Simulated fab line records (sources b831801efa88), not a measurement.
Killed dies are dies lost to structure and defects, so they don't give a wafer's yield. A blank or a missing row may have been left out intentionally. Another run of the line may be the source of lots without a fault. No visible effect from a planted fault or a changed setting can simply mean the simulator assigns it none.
2 desks looking at one fault ; flow gf180mcu ; numbers are kept per desk, each desk with only its own; the story behind them comes last

== DESK OF THE TOOL OWNER: cmp-02 ==
The tool's own readings at GF_V2_CMP_26 (polishes, stops on SiO2, t overpolish 15 s, target thk 0 nm): means of the sampled wafers that have a number, for each lot that ran on this tool. The brackets show how far a lot's mean lies from the usual mean; more than 4 standard deviations puts the lot out of limits, marked OUT.
Columns: A = head-pressure-psi at GF_V2_CMP_26, usual 3.499 psi; B = motor-current-A at GF_V2_CMP_26, usual 10.4 A; C = overpolish-run-s at GF_V2_CMP_26, usual 15.001 s; D = platen-rpm at GF_V2_CMP_26, usual 60.00 rpm; E = time-to-endpoint-s at GF_V2_CMP_26, usual 84.6 s
lot;first seen here;A;B;C;D;E
L173;day 20 17:56;3.503;11.2;14.993;60.02;86.1
L177;day 22 09:04;3.495;10.2;14.997;59.99;85.8
L180;day 23 14:43;3.499;9.6;14.997;59.98;84.2
L181;day 24 17:44;3.501;9.7;15.000;59.98;83.4
L184;day 25 06:02;3.496;10.5;15.007;60.00;83.8
L185;day 26 06:17;3.497;10.5;15.001;66.02 (+99 or more) OUT;74.6
L188;day 26 11:30;3.501;10.8;14.994;66.02 (+99 or more) OUT;75.9
This desk finds L185, L188 out of limits, L185 being first, at day 26 06:17 (platen-rpm at GF_V2_CMP_26). Within limits: L173, L177, L180, L181, L184.

== AT THE METROLOGY DESK ==
What the gauges read, lot by lot, whatever tool the lot ran on: means of the sampled wafers that have a number. The brackets show how far a lot's mean lies from the usual mean; more than 4 standard deviations puts the lot out of limits, marked OUT.
Columns: A = M2_OVL at GF_M2_OVL_MEAS_15, usual -1 nm; B = cd-nm at GF_M3_CD_MEAS_14, usual 279.5 nm
lot;first seen here;A;B
L173;day 19 15:10;-1;279.9
L175;day 20 14:11;2;280.6
L177;day 21 06:38;-13;278.3
L179;day 21 23:39;-2;277.0
L180;day 22 12:59;-4;280.4
L181;day 23 17:23;-9;279.3
L184;day 24 05:50;-5;280.5
L185;day 25 06:13;3;279.3
L188;day 25 11:15;-2;277.9
L191;day 25 23:59;2;280.6
L190;day 26 06:54;-3;279.5
L192;day 26 13:27;1;280.0
This desk's finding: nothing out of limits on any of the 12 lots.

== TAKEN TOGETHER ==
The tool owner's desk had the chance to raise an alarm at day 26 06:17 on L185, L188.
The metrology desk saw nothing out of limits.
The metrology desk holds a record of L185, L188, inside its limits.
Every lot named ran GF_V2_CMP_26 on cmp-02.

== WHAT THE SIMULATOR HAD INSERTED ==
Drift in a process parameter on cmp-02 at GF_V2_CMP_26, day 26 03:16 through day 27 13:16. Setting platen-rpm shifted by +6 from 60. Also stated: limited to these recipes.
Shown lots that were struck: L185, L188.
Delay in hours, fault start to first out-of-limits reading, by desk: the tool owner's desk at 3.
